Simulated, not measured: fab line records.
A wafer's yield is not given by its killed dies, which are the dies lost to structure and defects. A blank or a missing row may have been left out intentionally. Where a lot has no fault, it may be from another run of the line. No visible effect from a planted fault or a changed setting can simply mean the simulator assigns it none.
fab line records	flow gf180mcu
[record] lots = 24	wafers = 72	lastDay = 34
route steps=602 shown CONTACT@288 M2@378 V2@385
lots untouched by any fault: they come from a run of this same line in which no faults occurred
startH: start of the lot's first displayed wafer, in hours after the record's first day	waitH: hours since the lot's step before	" identical to the entry in the row above	L1.1+2: a row that stands for several wafers	- no value, or no start given	* or withheld: withheld	< > ~ a bound
route shown NAME@n: names a module that has steps shown in the file, with the first one's number in the route	usual: mean/standard deviation of fault-free wafers	same: alike in all rows	chamber/n: place in a boat	sites: the reading at each site	_std_site: how widely they spread, as a standard deviation	_edge_site: mean of outer sites minus mean of inner sites	radiusMm: for every site, how far away it sits from the centre of the wafer	mask NAME#n: copy n	behind: the most recent tool/chamber to have shaped the wafer	hold: why the lot went on hold/how many hours it stayed there/how the hold came to an end	device: transistor that didn't switch, given as n, p or np	end of line: the same wafers' tests at the end of the route	a step without rows: its recipe alone	killed: the dies lost at the first sort to structure and to defects; this is not the yield of the wafer	map: dies across one wafer; x = killed, . = not, _ = none there
set.NAME: the setting that was run; set.NAME@STEP: the one run at that earlier step	model.NAME: the simulator's own value behind a step, which no gauge read
the route's steps for a sample of lots (tables are steps, rows are wafers)
services: when a tool's chamber went out of use (startH, in hours from the record's first day, below 0 if earlier), for how many hours, and the reason
[[steps]]
[step GF_CONTACT_THK_MEAS_01]
[recipe] reads = SiO2_of_CONTACT_CVD_00
[usual] CONTACT_CVD_00_THK = 300.4/2.7
lot.wafer	tool	chamber	startH	waitH	CONTACT_CVD_00_THK[nm]
L074.2	filmMetro-03	-	336.35	0.0	299.3
L074.5	"	-	"	"	302.5
L074.6	"	-	"	"	299.6
L075.3	filmMetro-02	-	345.76	0.0	299.7
L075.4	"	-	"	"	299.9
L075.5	"	-	"	"	302.7
L076.1	filmMetro-02	-	357.13	0.0	296.7
L076.3	"	-	"	"	298.3
L076.6	"	-	"	"	298.1
L077.1	filmMetro-04	-	360.73	0.0	301.5
L077.5	"	-	"	"	302.5
L077.6	"	-	"	"	301.5
L078.1	filmMetro-04	-	372.14	0.0	301.1
L078.3	"	-	"	"	297.0
L078.4	"	-	"	"	299.5
L079.1	filmMetro-04	-	382.71	0.0	303.9
L079.3	"	-	"	"	304.9
L079.5	"	-	"	"	306.6
L080.1	filmMetro-02	-	392.33	0.0	303.9
L080.3	"	-	"	"	307.0
L080.6	"	-	"	"	301.6
L081.3	filmMetro-04	-	396.35	0.0	300.2
L081.4	"	-	"	"	294.8
L081.5	"	-	"	"	301.2
L082.1	filmMetro-04	-	408.69	0.0	302.0
L082.3	"	-	"	"	302.5
L082.4	"	-	"	"	301.7
L083.1	filmMetro-02	-	418.73	0.0	295.9
L083.4	"	-	"	"	298.3
L083.6	"	-	"	"	296.5
L084.2	filmMetro-03	-	427.60	0.0	300.2
L084.3	"	-	"	"	297.4
L084.4	"	-	"	"	296.7
L085.2	filmMetro-04	-	433.34	0.0	297.6
L085.3	"	-	"	"	300.9
L085.4	"	-	"	"	301.3
L086.1	filmMetro-04	-	442.93	0.0	298.1
L086.4	"	-	"	"	299.8
L086.5	"	-	"	"	298.7
L087.1	filmMetro-04	-	461.32	0.0	299.5
L087.2	"	-	"	"	304.7
L087.6	"	-	"	"	302.2
L088.4	filmMetro-02	-	462.42	0.0	297.1
L088.5	"	-	"	"	304.2
L088.6	"	-	"	"	299.6
L089.1	filmMetro-03	-	476.32	0.0	301.6
L089.5	"	-	"	"	300.9
L089.6	"	-	"	"	300.3
L090.1	filmMetro-04	-	479.30	0.0	300.9
L090.4	"	-	"	"	301.5
L090.6	"	-	"	"	302.7
L091.4	filmMetro-03	-	491.25	0.0	303.1
L091.5	"	-	"	"	301.6
L091.6	"	-	"	"	300.5
L092.1	filmMetro-02	-	494.39	0.0	298.6
L092.2	"	-	"	"	297.9
L092.3	"	-	"	"	299.7
L093.2	filmMetro-03	-	515.89	0.0	298.8
L093.5	"	-	"	"	301.8
L093.6	"	-	"	"	299.0
L094.2	filmMetro-04	-	519.07	0.0	299.4
L094.4	"	-	"	"	301.1
L094.6	"	-	"	"	298.1
L096.1	filmMetro-03	-	525.04	0.0	301.2
L096.3	"	-	"	"	302.4
L096.6	"	-	"	"	300.3
L095.4	filmMetro-02	-	525.48	0.0	299.0
L095.5	"	-	"	"	301.9
L095.6	"	-	"	"	299.6
L097.2	filmMetro-03	-	538.25	0.0	301.0
L097.3	"	-	"	"	302.2
L097.6	"	-	"	"	304.5
[step GF_CONTACT_CVD_02]
[recipe] material = SiO2	targetThkNm = 860	precursor = TEOS	tempC = 400	timeS = 95.992	rfW = 600
[usual] heaterPowerOuterW = 403/74	heaterPowerW = 700/110
lot.wafer	tool	chamber	startH	waitH	heaterPowerOuterW	heaterPowerW
L074.2	pecvd-04	1	336.40	0.0	471	800
L074.5	"	0	"	"	329	529
L074.6	"	1	"	"	361	644
L075.3	pecvd-03	0	345.80	0.0	468	828
L075.4	"	1	"	"	481	830
L075.5	"	2	"	"	329	562
L076.1	pecvd-02	2	357.19	0.1	337	643
L076.3	"	0	"	"	315	585
L076.6	"	2	"	"	360	663
L077.1	pecvd-04	2	360.79	0.1	414	692
L077.5	"	1	"	"	468	776
L077.6	"	0	"	"	422	661
L078.1	pecvd-04	1	372.20	0.1	448	753
L078.3	"	2	"	"	416	715
L078.4	"	2	"	"	442	757
L079.1	pecvd-04	2	382.77	0.1	386	687
L079.3	"	1	"	"	426	728
L079.5	"	2	"	"	419	711
L080.1	pecvd-02	1	392.39	0.1	492	854
L080.3	"	2	"	"	352	687
L080.6	"	1	"	"	368	673
L081.3	pecvd-03	1	396.39	0.0	515	876
L081.4	"	0	"	"	451	842
L081.5	"	2	"	"	426	701
L082.1	pecvd-02	0	408.75	0.1	307	558
L082.3	"	2	"	"	335	645
L082.4	"	2	"	"	358	664
L083.1	pecvd-04	0	418.79	0.1	433	648
L083.4	"	0	"	"	437	671
L083.6	"	1	"	"	461	805
L084.2	pecvd-03	0	427.65	0.0	341	685
L084.3	"	1	"	"	480	821
L084.4	"	0	"	"	392	732
L085.2	pecvd-04	2	433.39	0.0	408	708
L085.3	"	1	"	"	488	830
L085.4	"	0	"	"	338	530
L086.1	pecvd-04	1	442.99	0.1	431	728
L086.4	"	0	"	"	393	622
L086.5	"	2	"	"	452	780
L087.1	pecvd-02	1	461.38	0.1	450	817
L087.2	"	2	"	"	283	587
L087.6	"	1	"	"	480	838
L088.4	pecvd-03	1	462.48	0.1	536	893
L088.5	"	0	"	"	452	832
L088.6	"	2	"	"	368	623
L089.1	pecvd-02	2	476.38	0.1	336	638
L089.5	"	1	"	"	453	800
L089.6	"	0	"	"	284	526
L090.1	pecvd-03	1	479.36	0.1	556	917
L090.4	"	1	"	"	570	972
L090.6	"	0	"	"	453	829
L091.4	pecvd-04	1	491.32	0.1	454	790
L091.5	"	2	"	"	340	611
L091.6	"	0	"	"	332	535
L092.1	pecvd-03	2	494.45	0.1	430	685
L092.2	"	1	"	"	549	904
L092.3	"	0	"	"	459	833
L093.2	pecvd-04	2	515.94	0.0	405	703
L093.5	"	1	"	"	450	752
L093.6	"	2	"	"	423	739
L094.2	pecvd-02	2	519.12	0.0	317	600
L094.4	"	1	"	"	447	788
L094.6	"	2	"	"	356	661
L096.1	pecvd-03	2	525.10	0.1	388	646
L096.3	"	1	"	"	500	846
L096.6	"	0	"	"	466	847
L095.4	pecvd-02	2	525.54	0.1	306	618
L095.5	"	1	"	"	450	784
L095.6	"	0	"	"	230	451
L097.2	pecvd-02	2	538.30	0.0	333	627
L097.3	"	0	"	"	306	537
L097.6	"	2	"	"	349	662
[step GF_M2_METAL_ETCH_16]
[recipe] chemistry = Cl2/BCl3	maskMaterial = KrF	targetDepthNm = 750.8	stopOn = SiO2	pressureMtorr = 8	icpW = 800	biasW = 140	Cl2_flow_sccm = 80	bcl3FlowSccm = 40	timeS = 125.1
[usual] drypumpMotorCurrentA = 5.67/0.18	oesProductAu = 0.990/0.0051	throttleValvePct = 28.230/0.0098
lot.wafer	tool	chamber	startH	waitH	drypumpMotorCurrentA	oesProductAu	rfHoursCounterH	throttleValvePct
L074.2	rieMetal-02	1	431.68	0.0	5.91	0.987	8	28.229
L074.5	"	1	"	"	5.88	0.981	-	28.244
L074.6	"	0	"	"	5.88	0.994	-	28.235
L075.3	rieMetal-03	1	442.77	0.1	5.68	0.986	-	28.249
L075.4	"	0	"	"	5.43	0.993	-	28.238
L075.5	"	1	"	"	5.70	0.985	-	28.230
L076.1	rieMetal-01	1	455.82	0.0	5.54	0.987	5	28.231
L076.3	"	1	"	"	5.56	0.989	-	28.230
L076.6	"	1	"	"	5.54	0.991	-	28.225
L077.1	rieMetal-02	1	459.67	0.0	5.93	0.984	9	28.234
L077.5	"	0	"	"	5.90	0.995	-	28.226
L077.6	"	1	"	"	5.90	1.003	-	28.220
L078.1	rieMetal-03	1	472.77	0.0	5.66	0.984	4	28.242
L078.3	"	0	"	"	5.40	0.992	-	28.222
L078.4	"	1	"	"	5.66	0.988	-	28.227
L079.1	rieMetal-01	0	484.27	0.0	5.56	0.991	10	28.251
L079.3	"	1	"	"	5.54	0.995	-	28.217
L079.5	"	1	"	"	5.55	0.999	-	28.215
L080.1	rieMetal-01	0	492.67	0.0	5.57	0.995	10	28.225
L080.3	"	1	"	"	5.56	0.994	-	28.220
L080.6	"	1	"	"	5.58	0.988	-	28.252
L081.3	rieMetal-02	1	499.71	0.1	5.91	0.986	-	28.237
L081.4	"	0	"	"	5.86	0.992	-	28.227
L081.5	"	1	"	"	5.93	0.979	-	28.229
L082.1	rieMetal-02	0	510.98	0.0	5.87	0.993	1	28.222
L082.3	"	0	"	"	5.86	0.993	-	28.226
L082.4	"	1	"	"	5.92	0.988	-	28.233
L083.1	rieMetal-03	0	521.12	0.0	5.44	0.995	5	28.237
L083.4	"	0	"	"	5.42	0.986	-	28.235
L083.6	"	0	"	"	5.45	0.987	-	28.217
L084.2	rieMetal-02	0	528.98	0.1	5.90	0.988	-	28.225
L084.3	"	0	"	"	5.89	0.990	-	28.230
L084.4	"	0	"	"	5.87	0.991	-	28.205
L085.2	rieMetal-01	0	534.63	0.0	5.56	0.989	11	28.224
L085.3	"	1	"	"	5.60	0.993	-	28.230
L085.4	"	0	"	"	5.57	0.999	-	28.249
L086.1	rieMetal-01	0	541.58	0.0	5.55	0.988	11	28.220
L086.4	"	0	"	"	5.57	0.989	-	28.223
L086.5	"	0	"	"	5.55	0.984	-	28.234
L087.1	rieMetal-01	1	559.43	0.0	5.56	0.995	7	28.228
L087.2	"	0	"	"	5.55	0.994	11	28.212
L087.6	"	0	"	"	5.55	0.985	-	28.240
L088.4	rieMetal-02	0	560.20	0.1	5.88	0.987	-	28.233
L088.5	"	0	"	"	5.88	0.993	-	28.233
L088.6	"	0	"	"	5.86	0.991	-	28.218
L089.1	rieMetal-01	1	572.48	0.0	5.59	0.999	8	28.215
L089.5	"	1	"	"	5.54	0.986	-	28.216
L089.6	"	0	"	"	5.55	0.987	-	28.230
L090.1	rieMetal-03	0	575.37	0.0	5.41	0.994	7	28.250
L090.4	"	0	"	"	5.42	0.999	-	28.221
L090.6	"	1	"	"	5.72	0.979	-	28.234
L091.4	rieMetal-03	0	587.16	0.1	5.47	0.995	-	28.222
L091.5	"	1	"	"	5.68	0.983	-	28.227
L091.6	"	0	"	"	5.43	0.987	-	28.225
L092.1	rieMetal-02	1	589.52	0.0	5.90	0.978	12	28.213
L092.2	"	0	"	"	5.85	0.988	5	28.231
L092.3	"	0	"	"	5.89	0.987	-	28.216
L093.2	rieMetal-02	1	608.73	0.0	5.91	0.986	13	28.218
L093.5	"	0	"	"	5.86	0.982	-	28.230
L093.6	"	1	"	"	5.91	0.984	-	28.233
L094.2	rieMetal-03	1	612.03	0.0	5.66	0.986	8	28.247
L094.4	"	0	"	"	5.43	0.985	-	28.231
L094.6	"	1	"	"	5.67	0.988	-	28.226
L096.1	rieMetal-02	1	616.67	0.0	5.87	0.992	13	28.240
L096.3	"	1	"	"	5.89	0.989	-	28.224
L096.6	"	1	"	"	5.89	0.995	-	28.251
L095.4	rieMetal-03	1	618.31	0.1	5.69	0.990	-	28.240
L095.5	"	0	"	"	5.44	0.989	-	28.236
L095.6	"	1	"	"	5.67	0.987	-	28.215
L097.2	rieMetal-01	1	629.41	0.1	5.55	0.994	-	28.223
L097.3	"	1	"	"	5.51	0.997	-	28.243
L097.6	"	1	"	"	5.58	0.996	-	28.237
[step GF_V2_THK_MEAS_03]
[recipe] reads = SiO2_of_V2_CVD_02
[usual] V2_CVD_02_THK = 850/11
lot.wafer	tool	chamber	startH	waitH	V2_CVD_02_THK[nm]
L074.2	filmMetro-04	-	432.56	0.0	839
L074.5	"	-	"	"	863
L074.6	"	-	"	"	834
L075.3	filmMetro-03	-	443.64	0.1	836
L075.4	"	-	"	"	838
L075.5	"	-	"	"	836
L076.1	filmMetro-02	-	456.72	0.0	839
L076.3	"	-	"	"	850
L076.6	"	-	"	"	858
L077.1	filmMetro-03	-	460.54	0.0	865
L077.5	"	-	"	"	875
L077.6	"	-	"	"	880
L078.1	filmMetro-03	-	473.68	0.0	833
L078.3	"	-	"	"	828
L078.4	"	-	"	"	848
L079.1	filmMetro-03	-	485.14	0.0	857
L079.3	"	-	"	"	845
L079.5	"	-	"	"	865
L080.1	filmMetro-02	-	493.57	0.0	838
L080.3	"	-	"	"	839
L080.6	"	-	"	"	857
L081.3	filmMetro-03	-	500.55	0.1	848
L081.4	"	-	"	"	857
L081.5	"	-	"	"	853
L082.1	filmMetro-03	-	511.86	0.0	842
L082.3	"	-	"	"	843
L082.4	"	-	"	"	866
L083.1	filmMetro-03	-	522.12	0.0	845
L083.4	"	-	"	"	860
L083.6	"	-	"	"	868
L084.2	filmMetro-03	-	529.94	0.0	847
L084.3	"	-	"	"	845
L084.4	"	-	"	"	859
L085.2	filmMetro-02	-	535.52	0.0	839
L085.3	"	-	"	"	839
L085.4	"	-	"	"	855
L086.1	filmMetro-04	-	542.45	0.0	837
L086.4	"	-	"	"	842
L086.5	"	-	"	"	839
L087.1	filmMetro-02	-	560.35	0.0	836
L087.2	"	-	"	"	854
L087.6	"	-	"	"	867
L088.4	filmMetro-03	-	561.13	0.0	843
L088.5	"	-	"	"	845
L088.6	"	-	"	"	855
L089.1	filmMetro-04	-	573.35	0.0	853
L089.5	"	-	"	"	857
L089.6	"	-	"	"	856
L090.1	filmMetro-02	-	576.24	0.0	831
L090.4	"	-	"	"	845
L090.6	"	-	"	"	846
L091.4	filmMetro-02	-	588.02	0.0	860
L091.5	"	-	"	"	855
L091.6	"	-	"	"	863
L092.1	filmMetro-02	-	590.38	0.0	840
L092.2	"	-	"	"	844
L092.3	"	-	"	"	841
L093.2	filmMetro-02	-	609.65	0.0	840
L093.5	"	-	"	"	850
L093.6	"	-	"	"	854
L094.2	filmMetro-02	-	612.91	0.0	841
L094.4	"	-	"	"	859
L094.6	"	-	"	"	856
L096.1	filmMetro-04	-	617.59	0.0	844
L096.3	"	-	"	"	841
L096.6	"	-	"	"	849
L095.4	filmMetro-03	-	619.17	0.0	856
L095.5	"	-	"	"	863
L095.6	"	-	"	"	860
L097.2	filmMetro-02	-	630.38	0.0	836
L097.3	"	-	"	"	837
L097.6	"	-	"	"	858
[step GF_V2_ETCH_16]
[recipe] chemistry = N2/H2	targetDepthA = withheld	overetchA = withheld	timeS = withheld	target = BARC	ionEnergyEv = 200	sourceW = 500	biasW = 100	pressureMtorr = 30	n2FlowSccm = 100	h2FlowSccm = 200
[usual] drypumpMotorCurrentA = 5.82/0.29	oesProductAu = 0.854/0.0043	throttleValvePct = 13.224/0.0094
lot.wafer	tool	chamber	startH	waitH	drypumpMotorCurrentA	oesProductAu	throttleValvePct
L074.2	rieDiel-02	1	458.20	0.0	5.96	0.862	13.221
L074.5	"	3	"	"	5.64	0.846	13.219
L074.6	"	0	"	"	6.08	0.854	13.212
L075.3	rieDiel-01	3	468.60	0.0	6.19	0.854	13.219
L075.4	"	1	"	"	6.06	0.854	13.225
L075.5	"	1	"	"	6.06	0.848	13.218
L076.1	rieDiel-01	2	481.10	0.0	5.32	0.868	13.219
L076.3	"	1	"	"	6.09	0.848	13.221
L076.6	"	1	"	"	6.08	0.856	13.221
L077.1	rieDiel-01	1	485.47	0.0	6.09	0.850	13.223
L077.5	"	1	"	"	6.09	0.849	13.218
L077.6	"	0	"	"	5.47	0.856	13.220
L078.1	rieDiel-02	1	498.32	0.0	5.97	0.858	13.227
L078.3	"	0	"	"	6.06	0.853	13.226
L078.4	"	3	"	"	5.63	0.850	13.237
L079.1	rieDiel-03	0	508.87	0.0	5.75	0.863	13.220
L079.3	"	2	"	"	6.27	0.854	13.226
L079.5	"	1	"	"	5.79	0.861	13.222
L080.1	rieDiel-01	2	517.57	0.0	5.35	0.853	13.228
L080.3	"	1	"	"	6.07	0.851	13.224
L080.6	"	1	"	"	6.07	0.851	13.227
L081.3	rieDiel-02	3	523.80	0.0	5.64	0.852	13.220
L081.4	"	2	"	"	5.76	0.853	13.221
L081.5	"	1	"	"	5.95	0.852	13.210
L082.1	rieDiel-02	2	534.87	0.0	5.75	0.856	13.237
L082.3	"	1	"	"	5.97	0.860	13.223
L082.4	"	0	"	"	6.05	0.857	13.238
L083.1	rieDiel-03	2	545.37	0.0	6.29	0.853	13.213
L083.4	"	0	"	"	5.74	0.854	13.199
L083.6	"	1	"	"	5.78	0.843	13.232
L084.2	rieDiel-03	0	552.57	0.0	5.75	0.851	13.235
L084.3	"	3	"	"	5.55	0.860	13.204
L084.4	"	2	"	"	6.32	0.852	13.236
L085.2	rieDiel-01	1	558.27	0.0	6.10	0.854	13.216
L085.3	"	2	"	"	5.31	0.846	13.220
L085.4	"	0	"	"	5.45	0.848	13.230
L086.1	rieDiel-03	0	564.92	0.0	5.74	0.848	13.222
L086.4	"	3	"	"	5.57	0.853	13.216
L086.5	"	3	"	"	5.57	0.850	13.231
L087.1	rieDiel-03	0	582.74	0.0	5.75	0.851	13.224
L087.2	"	1	"	"	5.79	0.854	13.213
L087.6	"	2	"	"	6.30	0.857	13.237
L088.4	rieDiel-01	3	583.69	0.0	6.20	0.855	13.224
L088.5	"	3	"	"	6.21	0.861	13.226
L088.6	"	0	"	"	5.44	0.853	13.219
L089.1	rieDiel-02	0	595.82	0.0	6.05	0.858	13.218
L089.5	"	2	"	"	5.74	0.849	13.210
L089.6	"	3	"	"	5.59	0.855	13.225
L090.1	rieDiel-01	0	598.04	0.0	5.44	0.857	13.224
L090.4	"	1	"	"	6.09	0.852	13.219
L090.6	"	0	"	"	5.47	0.861	13.242
L091.4	rieDiel-02	3	609.32	0.0	5.61	0.854	13.222
L091.5	"	3	"	"	5.62	0.856	13.229
L091.6	"	0	"	"	6.06	0.858	13.218
L092.1	rieDiel-02	2	611.97	0.0	5.76	0.851	13.235
L092.2	"	1	"	"	5.97	0.853	13.228
L092.3	"	3	"	"	5.61	0.849	13.229
L093.2	rieDiel-01	3	630.96	0.0	6.18	0.851	13.229
L093.5	"	1	"	"	6.08	0.852	13.212
L093.6	"	2	"	"	5.31	0.861	13.229
L094.2	rieDiel-02	0	633.69	0.0	6.07	0.856	13.232
L094.4	"	3	"	"	5.61	0.849	13.239
L094.6	"	1	"	"	5.96	0.858	13.211
L096.1	rieDiel-03	2	638.79	0.0	6.25	0.850	13.238
L096.3	"	3	"	"	5.57	0.852	13.221
L096.6	"	1	"	"	5.77	0.854	13.228
L095.4	rieDiel-03	2	640.20	0.0	6.25	0.854	13.231
L095.5	"	1	"	"	5.78	0.853	13.210
L095.6	"	2	"	"	6.30	0.847	13.240
L097.2	rieDiel-01	3	650.79	0.0	6.22	0.859	13.226
L097.3	"	2	"	"	5.32	0.853	13.216
L097.6	"	1	"	"	6.09	0.855	13.222
[step GF_V2_SPUTTER_22]
[recipe] material = TiN	targetThkNm = 10	chamberPressurePa = 5	powerW = 4000	timeS = 40
[usual] throttleValvePct = 29.8/0.99
lot.wafer	tool	chamber	startH	waitH	throttleValvePct
L074.2	pvdSputter-04	-	458.92	0.0	29.1
L074.5	"	-	"	"	31.2
L074.6	"	-	"	"	29.1
L075.3	pvdSputter-02	-	469.33	0.0	28.3
L075.4	"	-	"	"	29.6
L075.5	"	-	"	"	31.1
L076.1	pvdSputter-02	-	481.82	0.0	28.5
L076.3	"	-	"	"	31.1
L076.6	"	-	"	"	28.6
L077.1	pvdSputter-04	-	486.20	0.0	29.4
L077.5	"	-	"	"	29.2
L077.6	"	-	"	"	31.1
L078.1	pvdSputter-02	-	499.05	0.0	29.7
L078.3	"	-	"	"	30.9
L078.4	"	-	"	"	28.4
L079.1	pvdSputter-04	-	509.59	0.0	29.9
L079.3	"	-	"	"	31.4
L079.5	"	-	"	"	29.0
L080.1	pvdSputter-01	-	518.33	0.0	28.7
L080.3	"	-	"	"	29.9
L080.6	"	-	"	"	31.5
L081.3	pvdSputter-01	-	524.55	0.0	30.2
L081.4	"	-	"	"	30.0
L081.5	"	-	"	"	29.8
L082.1	pvdSputter-04	-	535.59	0.0	29.1
L082.3	"	-	"	"	29.8
L082.4	"	-	"	"	31.3
L083.1	pvdSputter-01	-	546.10	0.0	30.1
L083.4	"	-	"	"	31.3
L083.6	"	-	"	"	29.9
L084.2	pvdSputter-01	-	553.29	0.0	28.5
L084.3	"	-	"	"	30.0
L084.4	"	-	"	"	31.4
L085.2	pvdSputter-04	-	559.03	0.0	31.3
L085.3	"	-	"	"	29.1
L085.4	"	-	"	"	29.8
L086.1	pvdSputter-04	-	565.66	0.0	29.3
L086.4	"	-	"	"	29.6
L086.5	"	-	"	"	31.3
L087.1	pvdSputter-01	-	583.47	0.0	30.0
L087.2	"	-	"	"	29.9
L087.6	"	-	"	"	31.6
L088.4	pvdSputter-02	-	584.44	0.0	29.8
L088.5	"	-	"	"	28.8
L088.6	"	-	"	"	31.2
L089.1	pvdSputter-01	-	596.57	0.0	28.6
L089.5	"	-	"	"	31.6
L089.6	"	-	"	"	28.8
L090.1	pvdSputter-01	-	598.78	0.0	30.0
L090.4	"	-	"	"	28.7
L090.6	"	-	"	"	29.7
L091.4	pvdSputter-02	-	610.05	0.0	28.5
L091.5	"	-	"	"	31.2
L091.6	"	-	"	"	28.7
L092.1	pvdSputter-01	-	612.76	0.0	28.7
L092.2	"	-	"	"	31.5
L092.3	"	-	"	"	29.8
L093.2	pvdSputter-01	-	631.69	0.0	30.4
L093.5	"	-	"	"	30.2
L093.6	"	-	"	"	31.3
L094.2	pvdSputter-02	-	634.45	0.0	28.5
L094.4	"	-	"	"	28.6
L094.6	"	-	"	"	28.6
L096.1	pvdSputter-02	-	639.55	0.0	29.9
L096.3	"	-	"	"	28.6
L096.6	"	-	"	"	30.1
L095.4	pvdSputter-04	-	640.92	0.0	29.3
L095.5	"	-	"	"	29.1
L095.6	"	-	"	"	30.1
L097.2	pvdSputter-01	-	651.52	0.0	30.1
L097.3	"	-	"	"	30.0
L097.6	"	-	"	"	30.0
[[services]]
tool	chamber	startH	hours	kind
pecvd-04	-	319.68	2.8	repair
pecvd-04	-	322.77	1.3	repair
pecvd-02	-	331.67	2.0	repair
pvdSputter-01	-	333.04	0.6	repair
rieMetal-02	0	345.40	22.5	repair
rieDiel-01	-	357.50	15.6	pm
pvdSputter-01	-	379.76	8.3	repair
pvdSputter-01	-	382.13	4.6	repair
rieDiel-01	-	414.23	28.1	pm
pvdSputter-01	-	426.78	1.5	repair
pecvd-02	-	439.07	0.7	repair
pecvd-02	-	459.24	1.6	repair
pvdSputter-01	-	473.34	8.7	repair
rieDiel-01	2	494.70	10.0	repair
rieMetal-01	-	510.37	0.7	repair
rieMetal-02	1	516.55	48.8	repair
pecvd-04	2	535.85	3.2	repair
rieMetal-02	-	541.78	2.8	pm
pecvd-04	-	582.04	1.8	repair
pecvd-04	-	591.12	14.0	pm
pvdSputter-01	-	594.80	1.5	repair
pvdSputter-01	-	603.62	1.2	repair
rieDiel-01	1	610.16	13.2	repair
pecvd-04	-	640.35	1.7	repair
[[key]]
fault none
